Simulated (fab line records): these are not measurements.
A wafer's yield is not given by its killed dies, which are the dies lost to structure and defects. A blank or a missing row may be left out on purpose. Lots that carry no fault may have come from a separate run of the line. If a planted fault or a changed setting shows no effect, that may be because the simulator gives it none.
One fault through the eyes of 2 desks || flow gf180mcu || each desk has only its own numbers; what lay behind them comes last

## THE METROLOGY DESK
What the gauges read, lot by lot, whatever tool the lot ran on: means of the sampled wafers that have a number. A lot is out of limits, marked OUT, if its mean lies more than 4 standard deviations from the usual mean; the brackets give that distance.
Columns: A = POLY_GATE_OXIDATION_THK at GF_POLY_GATE_THK_MEAS_17, usual 3.98 nm; B = HV_LDD_CVD_56_THK at GF_HV_LDD_THK_MEAS_57, usual 90.0 nm
{"lot": "L401", "first seen here": "day 9 13:25", "A": 4.14, "B": 89.2}
{"lot": "L402", "first seen here": "day 9 20:54", "A": 3.93, "B": 90.1}
{"lot": "L403", "first seen here": "day 10 04:33", "A": 3.93, "B": 90.1}
{"lot": "L404", "first seen here": "day 10 10:37", "A": 3.97, "B": 89.9}
{"lot": "L409", "first seen here": "day 12 03:23", "A": 3.95, "B": 90.8}
{"lot": "L410", "first seen here": "day 12 12:21", "A": 4.00, "B": 90.8}
{"lot": "L411", "first seen here": "day 12 16:58", "A": 4.06, "B": 90.6}
{"lot": "L412", "first seen here": "day 12 23:46", "A": 4.01, "B": 89.9}
{"lot": "L413", "first seen here": "day 13 04:39", "A": 4.05, "B": 89.2}
{"lot": "L415", "first seen here": "day 13 18:44", "A": 3.95, "B": 91.8}
{"lot": "L417", "first seen here": "day 14 08:13", "A": 3.86, "B": 89.4}
{"lot": "L419", "first seen here": "day 14 22:10", "A": 4.02, "B": 88.4}
{"lot": "L420", "first seen here": "day 15 05:03", "A": 4.02, "B": 91.0}
{"lot": "L422", "first seen here": "day 15 19:26", "A": 4.02, "B": 90.9}
{"lot": "L423", "first seen here": "day 16 05:38", "A": 3.91, "B": 90.6}
Result from this desk: across the 15 lots, nothing is out of limits.

## FOR THE TOOL OWNER'S DESK: rtp-anneal-02
Per lot that ran on this tool, the mean of the sampled wafers carrying a number, from the tool's own readings at GF_SALICIDE_RTA_08 (time 30 s). A lot is out of limits, marked OUT, if its mean lies more than 4 standard deviations from the usual mean; the brackets give that distance.
Columns: A = lamp-power-pct at GF_SALICIDE_RTA_08, usual 16.0 %; B = run-length-s at GF_SALICIDE_RTA_08, usual 58.44 s; C = wafer_temp_C_max at GF_SALICIDE_RTA_08, usual 803.6
{"lot": "L401", "first seen here": "day 15 12:30", "A": 14.7, "B": 58.56, "C": 802.6}
{"lot": "L404", "first seen here": "day 16 13:31", "A": 14.7, "B": 58.37, "C": 802.6}
{"lot": "L409", "first seen here": "day 18 15:41", "A": 14.7, "B": "80.25 (+99 or more) OUT", "C": 803.1}
{"lot": "L410", "first seen here": "day 19 02:02", "A": 14.6, "B": "80.11 (+99 or more) OUT", "C": 803.7}
{"lot": "L411", "first seen here": "day 19 08:05", "A": 14.7, "B": "87.29 (+99 or more) OUT", "C": 802.8}
{"lot": "L419", "first seen here": "day 21 21:50", "A": 14.7, "B": 58.36, "C": 803.0}
{"lot": "L420", "first seen here": "day 22 06:07", "A": 14.6, "B": 58.48, "C": 803.6}
{"lot": "L423", "first seen here": "day 23 08:34", "A": 14.7, "B": 58.40, "C": 803.7}
Finding of this desk: L409, L410, L411 out of limits; the first was L409 at day 18 15:41, on run-length-s at GF_SALICIDE_RTA_08. L401, L404, L419, L420, L423: within limits.

## PUT TOGETHER
On L409, L410, L411, at day 18 15:41, an alarm was possible from the tool owner's desk.
Metrology desk: nothing out of limits seen.
The metrology desk has L409, L410, L411 on record, within its limits.
Every lot named ran GF_SALICIDE_RTA_08 on rtp-anneal-02.

## WHAT THE SIMULATOR HAD INSERTED
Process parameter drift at GF_SALICIDE_RTA_08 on rtp-anneal-02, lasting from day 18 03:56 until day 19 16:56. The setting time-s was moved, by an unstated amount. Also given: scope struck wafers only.
Struck lots among those shown: L409, L410, L411.
Hours from the fault's start to each desk's first reading out of limits: the tool owner's desk, 12.
